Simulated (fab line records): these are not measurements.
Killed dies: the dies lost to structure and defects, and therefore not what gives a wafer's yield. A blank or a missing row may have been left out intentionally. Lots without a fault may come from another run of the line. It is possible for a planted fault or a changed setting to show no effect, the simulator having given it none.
Chamber matching || flow sky130 || SKY_PAD_OPEN_ETCH_07 on rie-diel-04: 4 sister chambers
The step etches the open film in CF4/O2, stops on AlCu, target depth 725 nm, time 156.8 s. 4 wafers are shown with their chamber, then 8 later ones without.

WAFERS PAIRED WITH THEIR CHAMBERS
{"wafer": "L082.2", "chamber": 0, "drypump-motor-current-A (A)": 5.8}
{"wafer": "L082.5", "chamber": 2, "drypump-motor-current-A (A)": 5.0}
{"wafer": "L082.6", "chamber": 1, "drypump-motor-current-A (A)": 5.8}
{"wafer": "L081.2", "chamber": 3, "drypump-motor-current-A (A)": 5.6}

WAFERS MISSING THEIR CHAMBER
{"wafer": "L081.3", "drypump-motor-current-A (A)": 5.8}
{"wafer": "L081.5", "drypump-motor-current-A (A)": 5.9}
{"wafer": "L084.1", "drypump-motor-current-A (A)": 5.5}
{"wafer": "L084.3", "drypump-motor-current-A (A)": 5.8}
{"wafer": "L084.4", "drypump-motor-current-A (A)": 5.8}
{"wafer": "L092.2", "drypump-motor-current-A (A)": 5.8}
{"wafer": "L092.3", "drypump-motor-current-A (A)": 5.8}
{"wafer": "L092.4", "drypump-motor-current-A (A)": 5.0}

EACH ONE'S CHAMBER
{"wafer": "L081.3", "from the rows above": "can't be placed: 0 or 1", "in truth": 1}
{"wafer": "L081.5", "from the rows above": "can't be placed: 0 or 1", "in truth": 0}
{"wafer": "L084.1", "from the rows above": 3, "in truth": 3}
{"wafer": "L084.3", "from the rows above": "can't be placed: 0 or 1", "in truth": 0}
{"wafer": "L084.4", "from the rows above": "can't be placed: 0 or 1", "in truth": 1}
{"wafer": "L092.2", "from the rows above": "can't be placed: 0 or 1", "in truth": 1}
{"wafer": "L092.3", "from the rows above": "can't be placed: 0 or 1", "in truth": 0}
{"wafer": "L092.4", "from the rows above": 2, "in truth": 2}
Correctly placed: 2 of 8. From these rows, 6 cannot be placed; in 6 the true chamber is one of the candidates. Number placed wrongly: 0.
How it was worked out, from the rows above alone: a wafer's distance from a chamber is the root of the sum, over the readings, of the square of ((its reading less the chamber's mean) divided by the reading's scatter). The wafer belongs to the nearest chamber; if the next one is less than 2 further off, it can't be placed. The mean given for a chamber averages the wafers shown for that chamber. The scatter: with one shown wafer a chamber, the root of the mean of the squares of how far each hidden wafer lies from its nearest shown one.
